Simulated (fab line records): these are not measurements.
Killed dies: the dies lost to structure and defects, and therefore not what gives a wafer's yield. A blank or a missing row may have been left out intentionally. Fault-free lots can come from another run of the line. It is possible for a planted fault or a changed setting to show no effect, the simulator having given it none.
Matching of chambers -- flow sky130 -- rie-diel-02 running SKY_PAD_OPEN_ETCH_07: 4 sister chambers
The step etches the open film in CF4/O2, stops on AlCu, target depth 725 nm, time 161.1 s. 8 wafers are shown with their chamber, then 7 later ones without.

== WAFERS PAIRED WITH THEIR CHAMBERS ==
wafer,chamber,throttle-valve-pct (%),rf-fwd-power-W (W)
L354.1,2,5.977,798.3
L354.2,0,5.965,792.4
L354.3,3,5.943,796.0
L361.3,1,5.976,801.7
L361.4,2,5.987,790.1
L361.5,0,5.956,797.9
L362.1,1,5.962,799.0
L362.3,3,5.956,795.5

== WAFERS MISSING THEIR CHAMBER ==
wafer,throttle-valve-pct (%),rf-fwd-power-W (W)
L362.5,5.954,798.8
L364.2,5.950,793.9
L364.3,5.984,797.4
L364.5,5.944,800.2
L369.2,5.969,796.8
L369.3,5.967,793.9
L369.4,5.970,796.6

== WHICH CHAMBER EACH ONE RAN IN ==
wafer,from the rows above,in truth
L362.5,can't be placed: 3 or 0 or 1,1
L364.2,can't be placed: 3 or 0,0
L364.3,can't be placed: 2 or 1 or 0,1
L364.5,can't be placed: 3 or 0 or 1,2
L369.2,can't be placed: 1 or 0 or 2 or 3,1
L369.3,can't be placed: 0 or 1 or 2 or 3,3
L369.4,can't be placed: 1 or 0 or 2 or 3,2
0 of 7 placed correctly. From these rows, 7 cannot be placed; in 6 the true chamber is one of the candidates. Number placed wrongly: 0.
How it was worked out, from the rows above alone: a wafer's distance from a chamber is the root of the sum, over the readings, of the square of ((its reading less the chamber's mean) divided by the reading's scatter). If the next closest chamber is less than 2 further off than the closest, the wafer can't be placed; otherwise it belongs to the closest. For every chamber, the mean is computed from those of its wafers that are shown. The scatter: the root of (the sum of the squares of (reading less its chamber's mean) over the shown wafers, divided by (wafers less chambers)).
